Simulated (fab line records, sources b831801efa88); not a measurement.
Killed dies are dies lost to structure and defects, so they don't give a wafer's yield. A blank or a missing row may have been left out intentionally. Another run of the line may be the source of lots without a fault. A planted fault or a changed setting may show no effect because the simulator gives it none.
fab line records	flow sky130
record lots=11	wafers=33	last_day=49
route steps=708 shown METAL2@485 VIA2@529 CAPM@538 METAL3@564
lots that met no fault: from a run of the same line without faults
start_h: hours from the record's first day to the start of the lot's first wafer shown	wait_h: hours from the lot's prior step to this one	" same as the row above	L1.1+2: a row that stands for several wafers	- no value, or no start was given	* or withheld: withheld	< > ~ a bound
route shown NAME@n: a module of which the file shows steps, and the number in the route of the first	usual: mean/standard deviation of fault-free wafers	same: alike in all rows	chamber/n: place in a boat	sites: each site's reading	_std_site: the values' standard deviation	_edge_site: the outer-site mean with the inner-site mean subtracted	radius_mm: how far each site lies from the wafer's centre	mask NAME#n: copy n	behind: the last tool/chamber to shape the wafer	hold: the reason the lot was held/the length of the hold in hours/how it ended	device: names the non-switching transistor (n, p or np)	end of line: tests run on the same wafers once the route is complete	a step without rows: its recipe alone	killed: dies lost to structure and defects at the first sort, not the wafer's yield	map: shows each die of a wafer: x if killed, . if not, _ if none is there
set.NAME: the setting the step ran with; set.NAME@STEP: the setting that earlier step ran with	model.NAME: the simulator's own value behind a step, which no gauge read
a sample of lots followed through the steps of the route, with each step as a table and each wafer as a row
services: from which hour (start_h, from the record's first day; less than 0 if before it) a tool's chamber was out of use, for how many hours, and why
## steps
# step SKY_METAL2_SPUTTER_02
# recipe material=AlCu	target_thk_nm=250	power_w=10600	time_s=13.3	chamber_pressure_pa=0.4
# usual chamber_pressure_pa=0.4001/0.00078	throttle_valve_pct=29.5/0.91
lot.wafer	tool	chamber	start_h	wait_h	chamber_pressure_pa	throttle_valve_pct
L991.2	pvd_sputter-01	-	800.70	0.0	0.4017	29.1
L991.4	"	-	"	"	0.4006	31.3
L991.5	"	-	"	"	0.4003	29.5
L992.2	pvd_sputter-02	-	802.91	0.0	0.3998	29.3
L992.5	"	-	"	"	0.4002	29.5
L992.6	"	-	"	"	0.3998	29.9
L994.2	pvd_sputter-03	-	823.95	0.0	0.4001	28.3
L994.3	"	-	"	"	0.3989	28.9
L994.6	"	-	"	"	0.4006	28.1
L995.1	pvd_sputter-03	-	826.77	0.0	0.3997	29.3
L995.2	"	-	"	"	0.4004	28.2
L995.6	"	-	"	"	0.3992	29.1
L998.2	pvd_sputter-02	-	855.76	0.0	0.4004	29.9
L998.3	"	-	"	"	0.3996	29.9
L998.6	"	-	"	"	0.4012	28.7
L999.1	pvd_sputter-02	-	865.28	0.0	0.4009	29.8
L999.3	"	-	"	"	0.3994	29.3
L999.5	"	-	"	"	0.3997	29.8
L100.1	pvd_sputter-01	-	873.25	0.0	0.3997	30.9
L100.3	"	-	"	"	0.4008	29.3
L100.4	"	-	"	"	0.3983	30.9
L101.4	pvd_sputter-03	-	877.39	0.0	0.3997	29.2
L101.5	"	-	"	"	0.3998	28.7
L101.6	"	-	"	"	0.3994	30.7
L102.2	pvd_sputter-03	-	881.01	0.0	0.4008	28.5
L102.3	"	-	"	"	0.3993	29.3
L102.6	"	-	"	"	0.3999	28.9
L103.2	pvd_sputter-03	-	889.90	0.0	0.3997	30.7
L103.3	"	-	"	"	0.4009	28.8
L103.5	"	-	"	"	0.3990	29.3
L107.4	pvd_sputter-03	-	910.66	0.0	0.3192	34.5
L107.5	"	-	"	"	0.3187	34.6
L107.6	"	-	"	"	0.3999	29.3
# step SKY_METAL2_RS_MEAS_05
# recipe thk_meas_gauge=four-point-probe	reads=TiN_of_METAL2_SPUTTER_04+Ti_of_METAL2_SPUTTER_03+AlCu_of_METAL2_SPUTTER_02+TiN_of_METAL2_SPUTTER_01+Ti_of_METAL2_SPUTTER_00
# usual METAL2_ALCU_RS=0.1276/0.002
lot.wafer	tool	chamber	start_h	wait_h	METAL2_ALCU_RS[ohm/sq]
L991.2	film_metro-03	-	800.81	0.0	0.1297
L991.4	"	-	"	"	0.1293
L991.5	"	-	"	"	0.1265
L992.2	film_metro-02	-	803.03	0.0	0.1247
L992.5	"	-	"	"	0.1267
L992.6	"	-	"	"	0.1263
L994.2	film_metro-01	-	824.07	0.0	0.1263
L994.3	"	-	"	"	0.1255
L994.6	"	-	"	"	0.1267
L995.1	film_metro-03	-	826.86	0.0	0.1284
L995.2	"	-	"	"	0.1306
L995.6	"	-	"	"	0.1287
L998.2	film_metro-01	-	855.87	0.0	0.1263
L998.3	"	-	"	"	0.1282
L998.6	"	-	"	"	0.1294
L999.1	film_metro-01	-	865.37	0.0	0.1289
L999.3	"	-	"	"	0.1250
L999.5	"	-	"	"	0.1281
L100.1	film_metro-03	-	873.35	0.0	0.1302
L100.3	"	-	"	"	0.1285
L100.4	"	-	"	"	0.1317
L101.4	film_metro-01	-	877.54	0.1	0.1248
L101.5	"	-	"	"	0.1245
L101.6	"	-	"	"	0.1265
L102.2	film_metro-01	-	881.12	0.0	0.1264
L102.3	"	-	"	"	0.1254
L102.6	"	-	"	"	0.1246
L103.2	film_metro-03	-	890.02	0.0	0.1265
L103.3	"	-	"	"	0.1228
L103.5	"	-	"	"	0.1245
L107.4	film_metro-02	-	910.81	0.1	0.1205
L107.5	"	-	"	"	0.1203
L107.6	"	-	"	"	0.1266
# step SKY_METAL2_THK_MEAS_06
# recipe thk_meas_gauge=xrf	reads=AlCu_of_METAL2_SPUTTER_02
# usual METAL2_ALCU_THK=247/4
lot.wafer	tool	chamber	start_h	wait_h	METAL2_ALCU_THK[nm]
L991.2	film_metro-03	-	800.92	0.1	242
L991.4	"	-	"	"	243
L991.5	"	-	"	"	248
L992.2	film_metro-02	-	803.14	0.1	253
L992.5	"	-	"	"	252
L992.6	"	-	"	"	252
L994.2	film_metro-01	-	824.18	0.1	249
L994.3	"	-	"	"	251
L994.6	"	-	"	"	247
L995.1	film_metro-03	-	826.98	0.1	247
L995.2	"	-	"	"	242
L995.6	"	-	"	"	245
L998.2	film_metro-01	-	855.98	0.1	247
L998.3	"	-	"	"	245
L998.6	"	-	"	"	243
L999.1	film_metro-01	-	865.49	0.1	242
L999.3	"	-	"	"	250
L999.5	"	-	"	"	242
L100.1	film_metro-03	-	873.47	0.1	241
L100.3	"	-	"	"	244
L100.4	"	-	"	"	238
L101.4	film_metro-01	-	877.63	0.1	251
L101.5	"	-	"	"	252
L101.6	"	-	"	"	246
L102.2	film_metro-01	-	881.23	0.1	247
L102.3	"	-	"	"	251
L102.6	"	-	"	"	254
L103.2	film_metro-03	-	890.13	0.1	249
L103.3	"	-	"	"	255
L103.5	"	-	"	"	253
L107.4	film_metro-02	-	910.90	0.1	255
L107.5	"	-	"	"	260
L107.6	"	-	"	"	251
# step SKY_VIA2_RS_MEAS_22
# recipe thk_meas_gauge=four-point-probe	reads=W_of_VIA2_CVD_21+TiN_of_VIA2_SPUTTER_20
# usual VIA2_W_RS=0.272/0.004
lot.wafer	tool	chamber	start_h	wait_h	VIA2_W_RS[ohm/sq]
L991.2	film_metro-03	-	856.19	0.1	0.278
L991.4	"	-	"	"	0.275
L991.5	"	-	"	"	0.275
L992.2	film_metro-02	-	858.19	0.1	0.276
L992.5	"	-	"	"	0.277
L992.6	"	-	"	"	0.270
L994.2	film_metro-03	-	878.22	0.1	0.277
L994.3	"	-	"	"	0.275
L994.6	"	-	"	"	0.275
L995.1	film_metro-02	-	881.72	0.1	0.273
L995.2	"	-	"	"	0.267
L995.6	"	-	"	"	0.272
L998.2	film_metro-03	-	910.28	0.1	0.270
L998.3	"	-	"	"	0.273
L998.6	"	-	"	"	0.269
L999.1	film_metro-03	-	920.04	0.1	0.271
L999.3	"	-	"	"	0.269
L999.5	"	-	"	"	0.269
L100.1	film_metro-03	-	927.66	0.1	0.264
L100.3	"	-	"	"	0.266
L100.4	"	-	"	"	0.271
L101.4	film_metro-02	-	931.36	0.1	0.273
L101.5	"	-	"	"	0.272
L101.6	"	-	"	"	0.266
L102.2	film_metro-04	-	934.75	0.1	0.267
L102.3	"	-	"	"	0.264
L102.6	"	-	"	"	0.269
L103.2	film_metro-02	-	942.84	0.1	0.274
L103.3	"	-	"	"	0.268
L103.5	"	-	"	"	0.269
L107.4	film_metro-02	-	963.19	0.1	0.271
L107.5	"	-	"	"	0.269
L107.6	"	-	"	"	0.270
# step SKY_CAPM_THK_MEAS_01
# recipe reads=SiO2_of_CAPM_CVD_00
# usual CAPM_CVD_00_THK=15.47/0.25
lot.wafer	tool	chamber	start_h	wait_h	CAPM_CVD_00_THK[nm]
L991.2	film_metro-03	-	856.83	-	15.62
L991.4	"	-	"	"	15.37
L991.5	"	-	"	"	16.01
L992.2	film_metro-04	-	858.84	-	15.72
L992.5	"	-	"	"	15.84
L992.6	"	-	"	"	15.48
L994.2	film_metro-01	-	878.87	-	14.92
L994.3	"	-	"	"	15.50
L994.6	"	-	"	"	15.76
L995.1	film_metro-03	-	882.38	-	15.56
L995.2	"	-	"	"	15.30
L995.6	"	-	"	"	15.78
L998.2	film_metro-03	-	911.08	-	15.85
L998.3	"	-	"	"	15.46
L998.6	"	-	"	"	15.76
L999.1	film_metro-01	-	920.89	-	15.26
L999.3	"	-	"	"	15.56
L999.5	"	-	"	"	15.65
L100.1	film_metro-03	-	928.31	-	15.27
L100.3	"	-	"	"	15.16
L100.4	"	-	"	"	15.51
L101.4	film_metro-03	-	931.99	-	15.47
L101.5	"	-	"	"	15.63
L101.6	"	-	"	"	15.44
L102.2	film_metro-03	-	935.40	-	15.36
L102.3	"	-	"	"	15.88
L102.6	"	-	"	"	15.76
L103.2	film_metro-01	-	943.49	-	15.39
L103.3	"	-	"	"	15.06
L103.5	"	-	"	"	15.35
L107.4	film_metro-01	-	963.82	-	15.12
L107.5	"	-	"	"	15.75
L107.6	"	-	"	"	15.75
# step SKY_METAL3_OVL_MEAS_14
# usual METAL3_OVL=-3/4.2
lot.wafer	tool	chamber	start_h	wait_h	METAL3_OVL[nm]
L991.2	overlay-02	-	909.52	0.1	4
L991.4	"	-	"	"	4
L991.5	"	-	"	"	5
L992.2	overlay-01	-	911.27	0.1	4
L992.5	"	-	"	"	-5
L992.6	"	-	"	"	-2
L994.2	overlay-01	-	930.52	0.1	-4
L994.3	"	-	"	"	-5
L994.6	"	-	"	"	-4
L995.1	overlay-02	-	934.15	0.1	-10
L995.2	"	-	"	"	-8
L995.6	"	-	"	"	-3
L998.2	overlay-01	-	961.37	0.1	0
L998.3	"	-	"	"	-7
L998.6	"	-	"	"	-5
L999.1	overlay-02	-	970.37	0.1	3
L999.3	"	-	"	"	6
L999.5	"	-	"	"	3
L100.1	overlay-02	-	977.70	0.1	-4
L100.3	"	-	"	"	0
L100.4	"	-	"	"	0
L101.4	overlay-01	-	980.22	0.1	4
L101.5	"	-	"	"	-3
L101.6	"	-	"	"	-6
L102.2	overlay-02	-	983.36	0.1	4
L102.3	"	-	"	"	4
L102.6	"	-	"	"	2
L103.2	overlay-02	-	993.01	0.1	-4
L103.3	"	-	"	"	-1
L103.5	"	-	"	"	1
L107.4	overlay-02	-	1012.48	0.1	-10
L107.5	"	-	"	"	-1
L107.6	"	-	"	"	-5
## services
tool	chamber	start_h	hours	kind
pvd_sputter-03	-	817.99	0.8	repair
pvd_sputter-01	-	848.94	5.2	repair
pvd_sputter-03	0	853.16	-	consumable_replace:kit
pvd_sputter-03	0	853.16	18.0	scheduled_down
pvd_sputter-03	0	853.16	18.0	vent_cycle
pvd_sputter-03	-	878.04	2.4	repair
pvd_sputter-02	0	882.54	-	consumable_replace:kit
pvd_sputter-02	0	882.54	18.0	scheduled_down
pvd_sputter-02	0	882.54	18.0	vent_cycle
## key
first_sign step=SKY_METAL2_SPUTTER_02	reading=chamber_pressure_pa	direction=down	sigmas=99+	usual=0.4001	struck=0.3189
effect step=SKY_METAL2_SPUTTER_02	reading=throttle_valve_pct	direction=up	sigmas=5.6	usual=29.5	struck=34.6
effect step=SKY_METAL2_RS_MEAS_05	reading=METAL2_ALCU_RS	direction=down	sigmas=3.6	usual=0.1276	struck=0.1204
effect step=SKY_METAL2_THK_MEAS_06	reading=METAL2_ALCU_THK	direction=up	sigmas=2.8	usual=247	struck=258
met_at SKY_METAL2_SPUTTER_02
struck_lots L107
struck_wafers L107.4,L107.5
not_acting_at SKY_VIA2_RS_MEAS_22,SKY_CAPM_THK_MEAS_01,SKY_METAL3_OVL_MEAS_14
onset_between 889.90 910.66
fault kind=process_parameter_drift	tool=pvd_sputter-03	chamber=-	onset_h=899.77	steps=SKY_METAL2_SPUTTER_02	channel=chamber_pressure_pa	offset=-0.08012	shape=step	end_h=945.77	acts_in=these_recipes_only	stated=0.4	scope=struck_wafers_only
